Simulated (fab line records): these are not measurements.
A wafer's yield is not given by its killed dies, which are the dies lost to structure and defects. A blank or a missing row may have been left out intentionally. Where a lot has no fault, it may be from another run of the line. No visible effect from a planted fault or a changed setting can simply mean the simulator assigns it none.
Split-lot experiment -- flow gf180mcu -- 5 lots, 23 wafers read, on a route of 602 steps

== THE SPLIT ==
At GF_PASSIVATION_CVD_00 (deposits SiO2 from TEOS, target thk 1000 nm, time 111.95 s), the setting time s was moved away from the recipe's 111.95 s on 5 of the 23 wafers read, by -14.6% to -3.9%. This setting was run at the recipe's value on the other wafers.

Between the split and the reading, the file records no step.

== THE READING ==
PASSIVATION_CVD_00_THK (nm), taken at GF_PASSIVATION_THK_MEAS_01. Fault-free wafers of this fab line usually give 991 nm, standard deviation 12 nm.

wafer,"tool, chamber at the split","time s as run, s",against the recipe,"PASSIVATION_CVD_00_THK, nm",against lot-mates on the recipe
L076.1,"pecvd-02, 1",111.95,recipe,978,-
L076.2,"pecvd-02, 2",111.95,recipe,992,-
L076.3,"pecvd-02, 0",111.95,recipe,998,-
L076.4,"pecvd-02, 1",111.95,recipe,1001,-
L076.5,"pecvd-02, 0",111.95,recipe,1000,-
L078.2,"pecvd-04, 0",95.61,-14.6%,822,-167
L078.3,"pecvd-04, 2",95.61,-14.6%,849,-140
L078.4,"pecvd-04, 2",111.95,recipe,1002,-
L078.5,"pecvd-04, 1",111.95,recipe,988,-
L078.6,"pecvd-04, 0",111.95,recipe,978,-
L079.1,"pecvd-04, 2",111.95,recipe,997,-
L079.4,"pecvd-04, 2",111.95,recipe,1010,-
L079.5,"pecvd-04, 0",111.95,recipe,998,-
L082.1,"pecvd-04, 0",107.6,-3.9%,930,-56
L082.2,"pecvd-04, 2",111.95,recipe,991,-
L082.3,"pecvd-04, 1",111.95,recipe,981,-
L082.5,"pecvd-04, 1",107.6,-3.9%,959,-27
L082.6,"pecvd-04, 0",107.6,-3.9%,951,-35
L084.1,"pecvd-04, 1",111.95,recipe,975,-
L084.2,"pecvd-04, 2",111.95,recipe,993,-
L084.4,"pecvd-04, 2,1",111.95,recipe,1001,-
L084.5,"pecvd-04, 2,1",111.95,recipe,1001,-
L084.6,"pecvd-04, 0",111.95,recipe,985,-
Where a row lists several chambers, the file gives one row for several wafers and doesn't say which wafer went through which chamber.

FIT RESULTS
A straight line over all 23 wafers: PASSIVATION_CVD_00_THK changes by +10.8 nm for each +1% of time s; r = +0.97; the points scatter about the line by 11 nm.
The same after taking each lot's own level away (the mean of its wafers on the recipe; 23 wafers): +10.5 nm for each +1%; r = +0.98; scatter 10 nm.
According to that fit, moving time s by its largest amount changes the reading by 1.5e+02 nm.
The span of the lots' own levels, 986.0 to 1001.7 nm, comes to 1.3 times the standard deviation stated above.
So the lot-to-lot level changes the slope little: the two slopes agree.
Check: for one of the wafers moved furthest among these (-14.6%), held out of the fit, the line's prediction against its lot-mates is -142 nm. It came out at -167 nm against them.

== FURTHER SPLITS ON THESE WAFERS ==
Other splits were also applied to these wafers ahead of the reading. Each is held against what the fit with the lots' levels taken away leaves over:
other split on the same wafers,wafers away from the commonest value,r with PASSIVATION_CVD_00_THK (lot level and that fit taken away)
GF_M5_METAL_ETCH_10 icp w,5,+0.02
GF_V5_PEB_12 peb time s,9,+0.09
GF_V5_SPUTTER_21 chamber pressure pa,15,+0.04
GF_TOP_METAL_SPUTTER_02 time s,8,-0.29
GF_TOP_METAL_DEVELOP_13 dev temp c,8,+0.03

== THE WHOLE CHAIN: every reading that the file lists as answering this split, in the file's order ==
step,what it does,reading,change (the file's fit),r (the file's)
GF_PASSIVATION_CVD_00,"deposits SiO2 from TEOS, target thk 1000 nm, time 111.95 s","SiO2_of_PASSIVATION_CVD_00.thk nm (the simulator's own value, which no gauge read)",+10.5 nm for each +1% of the setting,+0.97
GF_PASSIVATION_THK_MEAS_01,,PASSIVATION_CVD_00_THK,+10.5 for each +1% of the setting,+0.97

== FILE'S OWN FIT ==
PASSIVATION_CVD_00_THK changes by +10.5 nm for each +1% of time s, r = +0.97.
